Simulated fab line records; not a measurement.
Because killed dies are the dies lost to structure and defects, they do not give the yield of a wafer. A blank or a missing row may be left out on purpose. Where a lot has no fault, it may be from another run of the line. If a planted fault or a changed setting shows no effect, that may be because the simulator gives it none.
Which tool is to blame? -- flow sfqLine -- Sampling: 13 lots, 39 wafers, 4 of 325 route steps

## WHAT THE GAUGES SHOWED, per wafer
SFQ_I4_BOW_MEAS_927. Usual: I4_BOW typically reads 5 um, with standard deviation 8.4.
lot,measured,on,I4_BOW (um),flag
L732,day 56 21:04,filmMetro-04,15 13 14,
L733,day 57 05:17,filmMetro-01,6 -4 4,
L734,day 57 10:05,filmMetro-01,5 6 8,
L736,day 58 10:07,filmMetro-04,1 2 8,
L738,day 58 19:05,filmMetro-01,-2 -15 3,
L742,day 60 07:55,filmMetro-02,0 7 7,
L747,day 62 00:44,filmMetro-01,15 9 3,
L749,day 62 11:07,filmMetro-04,9 5 18,
L750,day 62 15:52,filmMetro-02,4 5 3,
L751,day 62 20:43,filmMetro-01,-6 4 -7,
L752,day 63 01:46,filmMetro-01,-3 8 -3,
L753,day 63 08:40,filmMetro-04,-15 -20 -12,
L754,day 63 19:31,filmMetro-02,1 -4 9,

## WHICH TOOL RAN EACH LOT (tool, then ch and the chambers of the sampled wafers, then the start)
lot,SFQ_TRILAYER_I1_CMP_CMP_046,SFQ_TRILAYER_I1_METRO_MEASURE_047,SFQ_TRILAYER_I1_VIA_ETCH_VIA_ETCH_052
L732,"cmp-01 ch 1,3, day 18 21:31","filmMetro-04, day 19 00:38","rieDiel-04 ch 0,1,3, day 25 21:19"
L733,"cmp-02 ch 0,1,3, day 19 04:07","filmMetro-03, day 19 07:14","rieDiel-03 ch 0,2,3, day 26 00:55"
L734,"cmp-02 ch 1,3, day 19 07:07","filmMetro-03, day 19 10:14","rieDiel-01 ch 1,2, day 26 05:43"
L736,"cmp-02 ch 0,1,2, day 21 07:33","filmMetro-04, day 21 10:22","rieDiel-04 ch 0,1,2, day 27 22:38"
L738,"cmp-01 ch 1,2,3, day 21 18:15","filmMetro-04, day 21 21:22","rieDiel-01 ch 0,1,2, day 28 11:58"
L742,"cmp-02 ch 0,1,2, day 23 07:47","filmMetro-03, day 23 10:54","rieDiel-01 ch 0,1,3, day 29 22:53"
L747,"cmp-01 ch 0,1, day 25 08:25","filmMetro-02, day 25 11:02","rieDiel-04 ch 2,3, day 31 21:10"
L749,"cmp-01 ch 0,2,3, day 27 15:02","filmMetro-04, day 27 17:33","rieDiel-04 ch 0,1,2, day 34 01:57"
L750,"cmp-01 ch 0,2,3, day 30 04:31","filmMetro-03, day 30 06:38","rieDiel-03 ch 0,1,3, day 37 01:08"
L751,"cmp-02 ch 0,1,2, day 33 03:27","filmMetro-03, day 33 06:28","rieDiel-03 ch 1,2,3, day 39 18:02"
L752,"cmp-02 ch 0,3, day 33 12:27","filmMetro-02, day 33 15:28","rieDiel-04 ch 0,3, day 40 00:02"
L753,"cmp-01 ch 0,1,3, day 34 00:21","filmMetro-03, day 34 02:58","rieDiel-04 ch 0,2, day 40 09:38"
L754,"cmp-01 ch 0,1, day 34 19:16","filmMetro-03, day 34 21:53","rieDiel-03 ch 0,1,2, day 41 02:26"
- SFQ_TRILAYER_I1_CMP_CMP_046: polishes SiO2.
- SFQ_TRILAYER_I1_METRO_MEASURE_047
- SFQ_TRILAYER_I1_VIA_ETCH_VIA_ETCH_052: etches SiO2 in CHF3, stops on Nb, target depth 260 nm.

## WHAT THE TOOLS THEMSELVES READ (means of the sampled wafers that have a number; where no wafer has one, the mark that the record gives instead)
SFQ_TRILAYER_I1_CMP_CMP_046. Usual: headPressurePsi 3.001 psi, standard deviation 0.0062; motorCurrentA 10.2 A, standard deviation 0.63; slurryFilterDpKPa 13.50 kPa, standard deviation 0.14; timeToEndpointS 212 s, standard deviation 7.7.
lot,tool,headPressurePsi (psi),motorCurrentA (A),slurryFilterDpKPa (kPa),timeToEndpointS (s),flag
L732,cmp-01,3.010,9.9,13.47,211,
L733,cmp-02,3.006,9.9,13.51,210,
L734,cmp-02,3.001,10.6,13.44,225,
L736,cmp-02,3.002,9.6,13.42,207,
L738,cmp-01,3.010,10.4,13.42,204,
L742,cmp-02,2.992,10.2,13.54,199,
L747,cmp-01,2.994,10.0,13.50,210,
L749,cmp-01,3.004,10.3,13.43,220,
L750,cmp-01,3.006,10.7,13.64,208,
L751,cmp-02,3.003,9.8,13.65,202,
L752,cmp-02,3.006,10.8,13.40,207,
L753,cmp-01,3.003,9.9,13.54,213,
L754,cmp-01,2.997,10.0,13.52,214,

SFQ_TRILAYER_I1_METRO_MEASURE_047. Usual: 199.4 nm for thkNm, sd 1.
lot,tool,thkNm (nm),flag
L732,filmMetro-04,199.7,
L733,filmMetro-03,199.2,
L734,filmMetro-03,199.9,
L736,filmMetro-04,199.9,
L738,filmMetro-04,197.9,
L742,filmMetro-03,203.4,OFF
L747,filmMetro-02,199.3,
L749,filmMetro-04,200.4,
L750,filmMetro-03,198.7,
L751,filmMetro-03,198.0,
L752,filmMetro-02,200.5,
L753,filmMetro-03,200.7,
L754,filmMetro-03,199.8,

SFQ_TRILAYER_I1_VIA_ETCH_VIA_ETCH_052. Usual: drypumpMotorCurrentA 5.4 A, standard deviation 0.36; oesProductAu 0.853 a.u., standard deviation 0.0048.
lot,tool,drypumpMotorCurrentA (A),oesProductAu (a.u.),flag
L732,rieDiel-04,5.6,0.851,
L733,rieDiel-03,5.3,0.854,
L734,rieDiel-01,5.9,0.852,
L736,rieDiel-04,5.5,0.851,
L738,rieDiel-01,5.9,0.854,
L742,rieDiel-01,5.6,0.860,
L747,rieDiel-04,5.5,0.855,
L749,rieDiel-04,5.5,0.849,
L750,rieDiel-03,5.2,0.852,
L751,rieDiel-03,5.1,0.854,
L752,rieDiel-04,5.7,0.854,
L753,rieDiel-04,5.7,0.857,
L754,rieDiel-03,5.1,0.856,

## THE ANSWER, worked out from the rows above alone
Rule: take the mean of a lot's wafers that have a number; if it is more than 3 standard deviations from the usual mean, the lot is off. A lot without any number at a reading at which 4 lots or more have one is off too. Any other lot the step has rows for is counted as sound. First the gauges in route order, then the tools' own readings, where a lot's mean is used as printed above. The first step at which some lot is off is used, and at that step the reading that is off furthest; a lot without a number counts as furthest.
Off: L742, at SFQ_TRILAYER_I1_METRO_MEASURE_047 (thkNm).
A tool fits if, at that step or a process step before it, it ran every lot that is off, and no sound lot after the first of them. Not one of the candidates tried fits.

## WHAT WAS PUT IN BY THE SIMULATOR
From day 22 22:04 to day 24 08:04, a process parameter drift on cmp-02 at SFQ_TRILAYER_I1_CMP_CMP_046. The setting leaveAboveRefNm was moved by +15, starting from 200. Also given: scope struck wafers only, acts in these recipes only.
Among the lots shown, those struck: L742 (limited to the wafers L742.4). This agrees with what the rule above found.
